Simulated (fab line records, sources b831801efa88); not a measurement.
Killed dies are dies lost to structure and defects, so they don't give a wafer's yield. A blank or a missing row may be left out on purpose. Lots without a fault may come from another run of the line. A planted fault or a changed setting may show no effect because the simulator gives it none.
Which tool did it? | flow gf180mcu | 11 lots, 33 wafers sampled, at 4 steps of a route of 602

WHAT THE GAUGES READ, wafer by wafer
GF_HV_LDD_OVL_MEAS_08.
lot  | measured     | on         | HV_LDD_OVL (nm)
L688 | day 10 05:31 | overlay-01 | -2.4 -2.0 -1.7
L690 | day 10 19:01 | overlay-01 | 1.9 2.3 3.2
L691 | day 11 02:46 | overlay-02 | 0.8 0.8 0.9
L692 | day 11 15:22 | overlay-01 | 0.3 1.8 1.8
L693 | day 11 20:04 | overlay-01 | 0.2 -0.4 0.8
L694 | day 12 04:58 | overlay-01 | -1.2 -1.7 -2.1
L698 | day 13 11:35 | overlay-01 | 4.9 3.1 1.9
L703 | day 14 20:04 | overlay-01 | 0.2 -0.2 1.1
L706 | day 15 21:40 | overlay-01 | 2.0 0.3 -1.0
L707 | day 16 06:49 | overlay-02 | -2.3
L710 | day 17 01:04 | overlay-02 | -0.6 0.2 -1.7

WHICH TOOL RAN EACH LOT (tool, then ch and the chambers of the sampled wafers, then the start)
lot  | GF_VT_IMPLANT_STRIP_42               | GF_POLY_GATE_ETCH_13             | GF_POLY_GATE_STRIP_14
L688 | plasma_asher-04 ch 0,1, day 7 18:59  | rie_si-01 ch 1,2,3, day 9 10:25  | plasma_asher-04 ch 0,1, day 9 10:28
L690 | plasma_asher-02 ch 0,1, day 8 06:47  | rie_si-01 ch 0,1, day 9 23:35    | plasma_asher-04 ch 0,1, day 9 23:38
L691 | plasma_asher-02 ch 1, day 8 13:32    | rie_si-02 ch 0,2, day 10 06:38   | plasma_asher-04 ch 0,1, day 10 06:41
L692 | plasma_asher-04 ch 0,1, day 9 00:07  | rie_si-01 ch 0,1,2, day 10 17:53 | plasma_asher-01 ch 0,1, day 10 17:56
L693 | plasma_asher-03 ch 0,1, day 9 04:59  | rie_si-01 ch 0,1,2, day 10 23:33 | plasma_asher-01 ch 0,1, day 10 23:36
L694 | plasma_asher-03 ch 0,1, day 9 13:05  | rie_si-02 ch 1,2,3, day 11 07:18 | plasma_asher-02 ch 0,1, day 11 07:21
L698 | plasma_asher-03 ch 1, day 10 16:14   | rie_si-01 ch 0,1,2, day 12 13:29 | plasma_asher-01 ch 0,1, day 12 13:32
L703 | plasma_asher-03 ch 0, day 11 23:44   | rie_si-01 ch 0,1, day 13 21:33   | plasma_asher-01 ch 0,1, day 13 21:36
L706 | plasma_asher-02 ch 0,1, day 12 22:13 | rie_si-02 ch 0,2,3, day 14 22:13 | plasma_asher-01 ch 0,1, day 14 22:16
L707 | plasma_asher-02 ch 0,1, day 13 04:59 | rie_si-01 ch 0,3, day 15 05:45   | plasma_asher-01 ch 0, day 15 05:48
L710 | plasma_asher-03 ch 0,1, day 13 23:58 | rie_si-02 ch 0,1,2, day 16 00:31 | plasma_asher-04 ch 0,1, day 16 00:34
- GF_VT_IMPLANT_STRIP_42: strips in O2/N2.
- GF_POLY_GATE_ETCH_13: etches poly-Si in HBr/Cl2, stops on SiO2, target depth 198.5 nm, time 69.6 s.
- GF_POLY_GATE_STRIP_14: strips in O2/N2.

THE ANSWER, worked out from the rows above alone
Rule: what is usual is taken from the lots themselves. Put in order of their means at a reading, lots are off if they are a third of the lots or fewer, leave a main group of 4 or more, and stand apart from it by a gap of 3 or more times the standard deviation of the main group's means; of several such gaps the widest counts. A main group whose means are all the same, to the digits that the tables above print for the reading, isn't used. A lot without any number at a reading at which 4 lots or more have one is off too. The other lots that the step has rows for count as sound.
No lot is off at any reading shown: from this, nothing can be told.

WHAT THE SIMULATOR HAD PUT IN
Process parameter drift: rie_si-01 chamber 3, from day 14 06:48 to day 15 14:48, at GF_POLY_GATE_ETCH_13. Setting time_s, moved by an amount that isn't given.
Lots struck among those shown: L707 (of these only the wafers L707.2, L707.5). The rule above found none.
